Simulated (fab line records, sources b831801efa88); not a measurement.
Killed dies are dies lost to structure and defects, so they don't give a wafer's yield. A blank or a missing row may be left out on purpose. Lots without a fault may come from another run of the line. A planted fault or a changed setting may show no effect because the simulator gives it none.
fab line records | flow gf180mcu
record lots=24 wafers=72 last_day=34
route steps=602 shown SAB@277 CONTACT@309 V3@452 M4@471 MIM@504 V5@541
lots that met no fault: from a run of the same line without faults
start_h: hours from the record's first day to the start of the lot's first wafer shown | wait_h: hours since the lot's step before | " the same as in the row above | L1.1+2: a row that stands for several wafers | - no value, or no start given | * or withheld: withheld | < > ~ a bound
route shown NAME@n: a module of which the file shows steps, and the number in the route of the first | usual: mean/standard deviation of fault-free wafers | same: alike in all rows | chamber/n: place in a boat | sites: the reading at each site | _std_site: their standard deviation | _edge_site: outer sites' mean less inner sites' | radius_mm: how far each site lies from the wafer's centre | mask NAME#n: copy n | behind: the tool/chamber that last shaped the wafer | hold: why the lot was held/for how many hours/how that ended | device: the transistor (n, p or np) that didn't switch | end of line: the same wafers' tests at the end of the route | a step without rows: its recipe alone | killed: dies lost to structure and defects at the first sort, not the wafer's yield | map: a wafer's dies, x killed, . not, _ none there
set.NAME: the setting as run; set.NAME@STEP: as run at that earlier step | model.NAME: the simulator's own value behind a step, which no gauge read
steps of the route over a sample of lots; a table a step, a row a wafer
services: from which hour (start_h, from the record's first day; less than 0 if before it) a tool's chamber was out of use, for how many hours, and why
## steps
# step GF_SAB_STRIP_13
# recipe chemistry=O2/N2 power_w=1400 pressure_mtorr=1500 platen_temp_c=250 o2_flow_sccm=3000 n2_flow_sccm=300 overash_fraction=0.5
# usual drypump_motor_current_A=5.7/0.31 heater_power_w=330/20 oes_product_au=0.709/0.0048 platen_temp_c=249.99/0.19 strip_time_to_endpoint_s=12.61/0.041
# columns lot.wafer tool chamber start_h wait_h drypump_motor_current_A heater_power_w oes_product_au platen_temp_c rf_hours_counter_h strip_time_to_endpoint_s
L074.2 plasma_asher-02 1 337.82 0.0 5.5 341 0.709 249.71 55 12.60
L074.5 " 1 " " 5.5 342 0.708 250.21 - 12.58
L074.6 " 0 " " 6.1 311 0.709 250.00 - 12.62
L075.2 plasma_asher-02 1 345.66 0.0 5.5 338 0.704 249.95 56 12.59
L075.3 " 1 " " 5.5 344 0.711 249.96 - 12.61
L075.4 " 0 " " 6.1 303 0.705 249.79 - 12.59
L076.1 plasma_asher-02 0 348.82 0.0 6.1 303 0.718 250.24 56 12.65
L076.2 " 1 " " 5.5 338 0.714 249.79 56 12.61
L076.4 " 0 " " 6.1 309 0.713 249.89 - 12.57
L077.1 plasma_asher-04 0 366.27 0.0 5.9 342 0.713 250.26 71 12.56
L077.4 " 0 " " 6.0 349 0.709 250.40 - 12.57
L077.5 " 0 " " 6.0 338 0.721 250.17 - 12.58
L078.2 plasma_asher-04 0 375.24 0.0 6.0 336 0.708 249.89 72 12.63
L078.5 " 0 " " 6.0 327 0.716 249.74 - 12.65
L078.6 " 1 " " 5.3 332 0.702 249.95 - 12.61
L079.4 plasma_asher-04 0 388.64 0.0 5.9 338 0.709 249.99 - 12.57
L079.5 " 1 " " 5.2 317 0.708 250.15 - 12.57
L079.6 " 0 " " 5.9 337 0.706 250.11 - 12.58
L080.2 plasma_asher-02 1 392.08 0.0 5.5 345 0.708 250.06 60 12.61
L080.3 " 0 " " 6.0 307 0.706 250.30 - 12.57
L080.4 " 1 " " 5.5 341 0.710 249.51 - 12.61
L081.1 plasma_asher-04 1 397.79 0.0 5.2 334 0.712 250.18 74 12.59
L081.4 " 0 " " 6.0 336 0.706 250.14 - 12.58
L081.6 " 0 " " 6.0 336 0.716 249.98 - 12.64
L082.1 plasma_asher-01 0 411.24 0.0 5.8 311 0.700 249.89 30 12.50
L082.2 " 1 " " 5.9 371 0.717 250.26 30 12.51
L082.6 " 1 " " 5.9 374 0.710 250.07 - 12.54
L083.3 plasma_asher-01 1 424.13 0.0 5.9 382 0.710 250.01 - 12.60
L083.5 " 0 " " 5.8 307 0.704 250.09 - 12.60
L083.6 " 1 " " 5.9 373 0.721 249.62 - 12.59
L084.2 plasma_asher-04 0 427.50 0.0 5.9 332 0.711 249.90 78 12.61
L084.3 " 0 " " 6.0 327 0.710 249.85 - 12.56
L084.4 " 1 " " 5.2 323 0.705 249.83 - 12.60
L085.3 plasma_asher-01 0 431.97 0.0 5.8 309 0.703 250.08 - 12.56
L085.4 " 1 " " 5.9 373 0.706 250.01 - 12.60
L085.6 " 1 " " 5.9 375 0.714 249.96 - 12.57
L086.4 plasma_asher-02 0 444.23 0.0 6.1 310 0.706 250.32 - 12.65
L086.5 " 0 " " 6.1 303 0.708 250.25 - 12.68
L086.6 " 1 " " 5.5 340 0.709 249.88 - 12.65
L087.1 plasma_asher-01 1 453.62 0.0 5.9 376 0.708 250.28 36 12.66
L087.5 " 0 " " 5.8 304 0.708 250.37 - 12.65
L087.6 " 1 " " 5.9 374 0.712 250.11 - 12.69
L088.3 plasma_asher-02 0 459.78 0.0 6.0 312 0.709 250.07 - 12.62
L088.4 " 1 " " 5.5 340 0.709 250.05 - 12.63
L088.5 " 1 " " 5.5 333 0.708 250.16 - 12.61
L089.1 plasma_asher-02 1 474.20 0.0 5.5 346 0.704 249.98 69 12.62
L089.4 " 1 " " 5.5 347 0.715 249.89 - 12.66
L089.5 " 0 " " 6.1 310 0.716 250.16 - 12.67
L090.2 plasma_asher-04 0 479.52 0.0 6.0 339 0.719 250.04 83 12.61
L090.3 " 0 " " 6.0 339 0.714 250.09 - 12.58
L090.5 " 1 " " 5.2 323 0.716 249.89 - 12.58
L091.2 plasma_asher-01 0 485.73 0.0 5.8 305 0.709 250.16 39 12.56
L091.4 " 0 " " 5.8 303 0.713 250.11 - 12.56
L091.6 " 1 " " 5.9 377 0.708 249.74 - 12.57
L092.1 plasma_asher-04 0 492.29 0.0 6.0 334 0.708 250.00 84 12.63
L092.5 " 0 " " 6.0 334 0.705 249.62 - 12.65
L092.6 " 1 " " 5.2 320 0.717 249.92 - 12.63
L093.4 plasma_asher-04 1 501.89 0.0 5.2 320 0.705 249.69 - 12.65
L093.5 " 1 " " 5.2 332 0.711 249.70 - 12.69
L093.6 " 0 " " 6.0 328 0.714 250.04 - 12.59
L094.3 plasma_asher-04 0 506.47 0.0 5.9 340 0.713 250.03 - 12.68
L094.4 " 1 " " 5.2 329 0.705 249.87 - 12.69
L094.6 " 0 " " 5.9 341 0.720 249.87 - 12.65
L095.2 plasma_asher-02 1 519.14 0.0 5.5 341 0.704 249.82 73 12.64
L095.3 " 0 " " 6.1 308 0.710 250.10 - 12.59
L095.6 " 0 " " 6.1 313 0.707 250.20 - 12.62
L096.1 plasma_asher-02 1 524.14 0.0 5.5 348 0.711 250.21 74 12.65
L096.2 " 0 " " 6.0 309 0.713 249.71 74 12.63
L096.3 " 0 " " 6.1 311 0.718 250.02 - 12.66
L097.4 plasma_asher-02 0 534.47 0.0 6.0 314 0.709 249.69 - 12.68
L097.5 " 1 " " 5.5 344 0.711 249.86 - 12.67
L097.6 " 0 " " 6.1 306 0.706 249.96 - 12.64
# step GF_CONTACT_SPUTTER_22
# recipe material=Ti target_thk_nm=15 chamber_pressure_pa=5 power_w=2500 substrate_temp_c=200 time_s=80.02
# usual throttle_valve_pct=29.7/0.89
# columns lot.wafer tool chamber start_h wait_h throttle_valve_pct
L074.2 pvd_sputter-01 - 360.30 0.0 31.4
L074.5 " - " " 30.2
L074.6 " - " " 31.5
L075.2 pvd_sputter-01 - 369.15 0.0 31.4
L075.3 " - " " 30.2
L075.4 " - " " 29.9
L076.1 pvd_sputter-03 - 372.49 0.0 28.9
L076.2 " - " " 28.8
L076.4 " - " " 30.1
L077.1 pvd_sputter-03 - 391.05 0.0 30.1
L077.4 " - " " 29.1
L077.5 " - " " 30.3
L078.2 pvd_sputter-04 - 400.21 0.0 27.9
L078.5 " - " " 30.0
L078.6 " - " " 28.8
L079.4 pvd_sputter-04 - 414.11 0.0 28.0
L079.5 " - " " 28.9
L079.6 " - " " 30.0
L080.2 pvd_sputter-01 - 416.95 0.0 29.8
L080.3 " - " " 30.2
L080.4 " - " " 29.9
L081.1 pvd_sputter-03 - 423.45 0.0 28.8
L081.4 " - " " 30.0
L081.6 " - " " 28.6
L082.1 pvd_sputter-01 - 438.05 0.0 30.3
L082.2 " - " " 30.2
L082.6 " - " " 29.6
L083.3 pvd_sputter-04 - 450.16 0.0 28.6
L083.5 " - " " 28.9
L083.6 " - " " 29.1
L084.2 pvd_sputter-01 - 453.62 0.0 29.6
L084.3 " - " " 31.6
L084.4 " - " " 29.7
L085.3 pvd_sputter-04 - 457.70 0.0 27.8
L085.4 " - " " 29.1
L085.6 " - " " 28.0
L086.4 pvd_sputter-01 - 470.20 0.0 29.8
L086.5 " - " " 29.9
L086.6 " - " " 29.9
L087.1 pvd_sputter-01 - 480.11 0.0 30.1
L087.5 " - " " 30.3
L087.6 " - " " 31.6
L088.3 pvd_sputter-01 - 485.80 0.0 30.1
L088.4 " - " " 31.5
L088.5 " - " " 30.3
L089.1 pvd_sputter-01 - 499.91 0.0 30.3
L089.4 " - " " 29.5
L089.5 " - " " 29.8
L090.2 pvd_sputter-03 - 505.00 0.0 30.4
L090.3 " - " " 30.0
L090.5 " - " " 28.9
L091.2 pvd_sputter-04 - 511.30 0.0 27.8
L091.4 " - " " 29.9
L091.6 " - " " 29.2
L092.1 pvd_sputter-03 - 517.95 0.0 30.2
L092.5 " - " " 30.0
L092.6 " - " " 30.2
L093.4 pvd_sputter-01 - 527.07 0.0 31.1
L093.5 " - " " 29.5
L093.6 " - " " 29.7
L094.3 pvd_sputter-03 - 532.20 0.0 28.8
L094.4 " - " " 29.8
L094.6 " - " " 30.1
L095.2 pvd_sputter-01 - 543.71 0.0 31.7
L095.3 " - " " 29.9
L095.6 " - " " 30.4
L096.1 pvd_sputter-04 - 549.46 0.0 29.2
L096.2 " - " " 29.0
L096.3 " - " " 30.0
L097.4 pvd_sputter-03 - 559.01 0.0 28.8
L097.5 " - " " 29.0
L097.6 " - " " 30.3
# step GF_V3_CVD_23
# recipe material=W target_thk_nm=350 time_s=104.9 temp_c=400 pressure_torr=40
# usual heater_power_w=849/34
# columns lot.wafer tool chamber start_h wait_h heater_power_w
L074.2 cvd_w-02 0 511.10 0.0 895
L074.5 " 1 " " 811
L074.6 " 0 " " 899
L075.2 cvd_w-02 1 523.04 0.0 791
L075.3 " 1 " " 797
L075.4 " 0 " " 895
L076.1 cvd_w-01 1 524.46 0.0 839
L076.2 " 0 " " 839
L076.4 " 0 " " 870
L077.1 cvd_w-02 1 541.31 0.0 813
L077.4 " 1 " " 823
L077.5 " 0 " " 895
L078.2 cvd_w-02 0 551.20 0.0 892
L078.5 " 1 " " 809
L078.6 " 0 " " 886
L079.4 cvd_w-01 0 564.84 0.1 840
L079.5 " 0 " " 833
L079.6 " 1 " " 822
L080.2 cvd_w-01 1 567.57 0.0 830
L080.3 " 0 " " 831
L080.4 " 1 " " 870
L081.1 cvd_w-01 1 574.21 0.0 852
L081.4 " 0 " " 856
L081.6 " 0 " " 848
L082.1 cvd_w-01 1 585.30 0.0 839
L082.2 " 0 " " 850
L082.6 " 1 " " 841
L083.3 cvd_w-02 1 597.50 0.1 789
L083.5 " 1 " " 800
L083.6 " 0 " " 879
L084.2 cvd_w-02 0 600.42 0.0 893
L084.3 " 0 " " 905
L084.4 " 1 " " 796
L085.3 cvd_w-02 1 602.69 0.1 815
L085.4 " 0 " " 895
L085.6 " 1 " " 803
L086.4 cvd_w-01 0 614.69 0.1 845
L086.5 " 1 " " 848
L086.6 " 0 " " 836
L087.1 cvd_w-02 1 623.49 0.0 799
L087.5 " 1 " " 819
L087.6 " 0 " " 880
L088.3 cvd_w-01 1 627.95 0.1 856
L088.4 " 0 " " 869
L088.5 " 0 " " 851
L089.1 cvd_w-02 0 639.87 0.0 904
L089.4 " 0 " " 887
L089.5 " 1 " " 798
L090.2 cvd_w-02 0 645.00 0.0 913
L090.3 " 1 " " 810
L090.5 " 1 " " 823
L091.2 cvd_w-02 0 650.08 0.0 885
L091.4 " 0 " " 895
L091.6 " 0 " " 896
L092.1 cvd_w-01 1 655.90 0.0 834
L092.5 " 1 " " 830
L092.6 " 0 " " 859
L093.4 cvd_w-01 0 663.29 0.1 839
L093.5 " 1 " " 865
L093.6 " 0 " " 868
L094.3 cvd_w-02 0 667.84 0.1 923
L094.4 " 1 " " 818
L094.6 " 0 " " 905
L095.2 cvd_w-02 1 678.32 0.0 812
L095.3 " 0 " " 902
L095.6 " 1 " " 809
L096.1 cvd_w-01 1 683.33 0.0 850
L096.2 " 0 " " 844
L096.3 " 1 " " 860
L097.4 cvd_w-01 0 689.48 0.1 861
L097.5 " 1 " " 873
L097.6 " 0 " " 834
# step GF_M4_OVL_MEAS_15
# usual M4_OVL=2/5.2
# columns lot.wafer tool chamber start_h wait_h M4_OVL[nm]
L074.2 overlay-02 - 535.19 0.1 7
L074.5 " - " " 0
L074.6 " - " " 3
L075.2 overlay-01 - 546.21 0.1 7
L075.3 " - " " 4
L075.4 " - " " 7
L076.1 overlay-01 - 547.78 0.1 0
L076.2 " - " " 10
L076.4 " - " " 2
L077.1 overlay-01 - 564.23 0.1 3
L077.4 " - " " 4
L077.5 " - " " 5
L078.2 overlay-02 - 574.31 0.1 6
L078.5 " - " " 8
L078.6 " - " " 2
L079.4 overlay-02 - 586.80 0.1 8
L079.5 " - " " 5
L079.6 " - " " -3
L080.2 overlay-02 - 589.71 0.1 1
L080.3 " - " " 6
L080.4 " - " " 3
L081.1 overlay-02 - 596.40 0.1 0
L081.4 " - " " 4
L081.6 " - " " -2
L082.1 overlay-01 - 607.13 0.1 0
L082.2 " - " " -7
L082.6 " - " " -7
L083.3 overlay-02 - 619.84 0.1 7
L083.5 " - " " 9
L083.6 " - " " 4
L084.2 overlay-02 - 621.81 0.1 6
L084.3 " - " " 9
L084.4 " - " " 8
L085.3 overlay-01 - 623.64 0.1 1
L085.4 " - " " 0
L085.6 " - " " 1
L086.4 overlay-02 - 636.10 0.1 -3
L086.5 " - " " -1
L086.6 " - " " -7
L087.1 overlay-02 - 645.40 0.1 6
L087.5 " - " " 11
L087.6 " - " " 8
L088.3 overlay-02 - 648.56 0.1 12
L088.4 " - " " 17
L088.5 " - " " 6
L089.1 overlay-01 - 660.85 0.1 5
L089.4 " - " " -2
L089.5 " - " " 2
L090.2 overlay-01 - 665.51 0.1 7
L090.3 " - " " 0
L090.5 " - " " 6
L091.2 overlay-01 - 670.83 0.1 5
L091.4 " - " " 4
L091.6 " - " " 4
L092.1 overlay-02 - 675.80 0.1 3
L092.5 " - " " 2
L092.6 " - " " 11
L093.4 overlay-02 - 683.37 0.1 -4
L093.5 " - " " 4
L093.6 " - " " 0
L094.3 overlay-01 - 687.51 0.1 -2
L094.4 " - " " -13
L094.6 " - " " -6
L095.2 overlay-01 - 697.69 0.1 -3
L095.3 " - " " -1
L095.6 " - " " -2
L096.1 overlay-02 - 702.30 0.1 -2
L096.2 " - " " 2
L096.3 " - " " -3
L097.4 overlay-02 - 708.32 0.1 1
L097.5 " - " " 0
L097.6 " - " " 0
# step GF_MIM_SPUTTER_01
# recipe material=TiN target_thk_nm=30 power_w=6500 time_s=25 chamber_pressure_pa=0.4
# usual throttle_valve_pct=29.4/0.99
# columns lot.wafer tool chamber start_h wait_h throttle_valve_pct
L074.2 pvd_sputter-04 - 560.44 0.1 30.0
L074.5 " - " " 28.9
L074.6 " - " " 29.6
L075.2 pvd_sputter-04 - 571.46 0.1 28.8
L075.3 " - " " 27.6
L075.4 " - " " 29.3
L076.1 pvd_sputter-02 - 572.53 0.1 29.3
L076.2 " - " " 27.0
L076.4 " - " " 30.1
L077.1 pvd_sputter-04 - 588.97 0.1 30.0
L077.4 " - " " 29.1
L077.5 " - " " 28.7
L078.2 pvd_sputter-04 - 599.19 0.1 30.0
L078.5 " - " " 29.9
L078.6 " - " " 28.9
L079.4 pvd_sputter-02 - 611.28 0.1 30.0
L079.5 " - " " 30.1
L079.6 " - " " 30.4
L080.2 pvd_sputter-04 - 614.69 0.1 28.0
L080.3 " - " " 30.0
L080.4 " - " " 29.4
L081.1 pvd_sputter-04 - 619.94 0.1 30.0
L081.4 " - " " 29.3
L081.6 " - " " 29.3
L082.1 pvd_sputter-04 - 630.49 0.1 28.0
L082.2 " - " " 29.0
L082.6 " - " " 30.2
L083.3 pvd_sputter-01 - 643.14 0.1 29.8
L083.5 " - " " 29.8
L083.6 " - " " 29.9
L084.2 pvd_sputter-04 - 645.12 0.1 29.2
L084.3 " - " " 27.8
L084.4 " - " " 28.7
L085.3 pvd_sputter-04 - 647.06 0.1 29.1
L085.4 " - " " 30.0
L085.6 " - " " 28.1
L086.4 pvd_sputter-02 - 659.08 0.1 30.2
L086.5 " - " " 27.0
L086.6 " - " " 29.1
L087.1 pvd_sputter-04 - 667.73 0.1 29.7
L087.5 " - " " 29.9
L087.6 " - " " 27.9
L088.3 pvd_sputter-01 - 671.57 0.1 30.1
L088.4 " - " " 30.2
L088.5 " - " " 30.0
L090.2 pvd_sputter-04 - 687.24 0.1 30.0
L090.3 " - " " 27.8
L090.5 " - " " 29.2
L091.2 pvd_sputter-01 - 692.89 0.1 29.9
L091.4 " - " " 30.2
L091.6 " - " " 30.3
L092.1 pvd_sputter-01 - 698.60 0.1 30.5
L092.5 " - " " 30.0
L092.6 " - " " 29.9
L089.1 pvd_sputter-04 - 704.15 0.1 29.9
L089.4 " - " " 28.9
L089.5 " - " " 29.2
L093.4 pvd_sputter-04 - 704.76 0.0 29.9
L093.5 " - " " 29.1
L093.6 " - " " 28.9
L094.3 pvd_sputter-01 - 709.31 0.1 30.0
L094.4 " - " " 30.3
L094.6 " - " " 30.1
L095.2 pvd_sputter-04 - 718.65 0.1 29.1
L095.3 " - " " 30.1
L095.6 " - " " 28.4
L096.1 pvd_sputter-01 - 723.68 0.1 30.0
L096.2 " - " " 30.3
L096.3 " - " " 31.7
L097.4 pvd_sputter-04 - 729.24 0.1 29.9
L097.5 " - " " 29.0
L097.6 " - " " 29.2
# step GF_V5_THK_MEAS_01
# recipe reads=SiO2_of_V5_CVD_00
# usual V5_CVD_00_THK=298.4/2.9
# columns lot.wafer tool chamber start_h wait_h V5_CVD_00_THK[nm]
L074.2 film_metro-02 - 605.53 0.0 292.3
L074.5 " - " " 294.1
L074.6 " - " " 296.8
L075.2 film_metro-01 - 615.14 0.1 294.9
L075.3 " - " " 296.6
L075.4 " - " " 301.0
L076.1 film_metro-01 - 616.51 0.0 300.0
L076.2 " - " " 298.8
L076.4 " - " " 297.2
L077.1 film_metro-01 - 631.51 0.0 298.6
L077.4 " - " " 298.8
L077.5 " - " " 298.9
L078.2 film_metro-02 - 642.02 0.0 295.8
L078.5 " - " " 295.8
L078.6 " - " " 294.6
L079.4 film_metro-04 - 653.51 0.0 297.6
L079.5 " - " " 296.0
L079.6 " - " " 296.6
L080.2 film_metro-02 - 655.68 0.0 297.4
L080.3 " - " " 304.7
L080.4 " - " " 298.9
L081.1 film_metro-04 - 662.00 0.0 296.9
L081.4 " - " " 296.2
L081.6 " - " " 292.0
L082.1 film_metro-01 - 671.29 0.0 299.0
L082.2 " - " " 301.3
L082.6 " - " " 301.8
L083.3 film_metro-02 - 683.24 0.0 296.8
L083.5 " - " " 295.7
L083.6 " - " " 299.6
L084.2 film_metro-02 - 685.32 0.0 298.0
L084.3 " - " " 297.9
L084.4 " - " " 298.0
L085.3 film_metro-02 - 686.89 0.0 299.4
L085.4 " - " " 299.1
L085.6 " - " " 298.7
L086.4 film_metro-02 - 699.29 0.0 301.7
L086.5 " - " " 303.1
L086.6 " - " " 303.5
L087.1 film_metro-01 - 705.57 0.0 295.0
L087.5 " - " " 296.4
L087.6 " - " " 300.3
L088.3 film_metro-04 - 710.57 0.0 302.4
L088.4 " - " " 304.1
L088.5 " - " " 301.2
L090.2 film_metro-01 - 725.10 0.0 299.4
L090.3 " - " " 303.6
L090.5 " - " " 300.4
L091.2 film_metro-02 - 730.16 0.0 296.4
L091.4 " - " " 303.1
L091.6 " - " " 302.9
L092.1 film_metro-01 - 735.47 0.0 302.8
L092.5 " - " " 300.3
L092.6 " - " " 300.0
L089.1 film_metro-01 - 741.05 0.0 296.2
L089.4 " - " " 299.3
L089.5 " - " " 298.7
L093.4 film_metro-01 - 741.30 0.0 298.9
L093.5 " - " " 297.2
L093.6 " - " " 294.8
L094.3 film_metro-01 - 745.89 0.0 301.4
L094.4 " - " " 303.3
L094.6 " - " " 299.2
L095.2 film_metro-01 - 755.46 0.0 295.4
L095.3 " - " " 297.3
L095.6 " - " " 295.8
L096.1 film_metro-01 - 759.02 0.0 297.4
L096.2 " - " " 297.1
L096.3 " - " " 297.8
L097.4 film_metro-02 - 764.08 0.0 296.6
L097.5 " - " " 293.7
L097.6 " - " " 295.3
## services
# columns tool chamber start_h hours kind
pvd_sputter-03 - 324.28 3.8 repair
plasma_asher-04 - 327.15 4.4 repair
cvd_w-02 - 332.04 6.9 pm
pvd_sputter-01 - 335.69 1.5 repair
pvd_sputter-04 - 355.04 30.5 repair
cvd_w-02 - 390.00 14.0 pm
cvd_w-01 - 405.43 2.2 repair
cvd_w-01 0 421.76 7.9 repair
pvd_sputter-03 - 424.92 35.1 repair
plasma_asher-04 - 425.55 0.4 repair
pvd_sputter-04 - 437.01 2.5 repair
cvd_w-02 - 464.45 2.8 pm
pvd_sputter-03 - 472.33 2.7 repair
cvd_w-01 - 472.55 12.0 repair
pvd_sputter-01 - 508.94 3.4 repair
plasma_asher-02 - 522.36 0.6 repair
cvd_w-02 - 578.24 6.0 pm
pvd_sputter-01 - 601.01 10.2 repair
cvd_w-01 0 608.23 1.6 repair
cvd_w-02 - 636.48 0.7 repair
plasma_asher-04 - 649.61 1.4 repair
cvd_w-01 - 664.10 0.5 repair
plasma_asher-02 - 665.13 2.8 repair
cvd_w-02 1 714.16 9.1 repair
## key
fault none
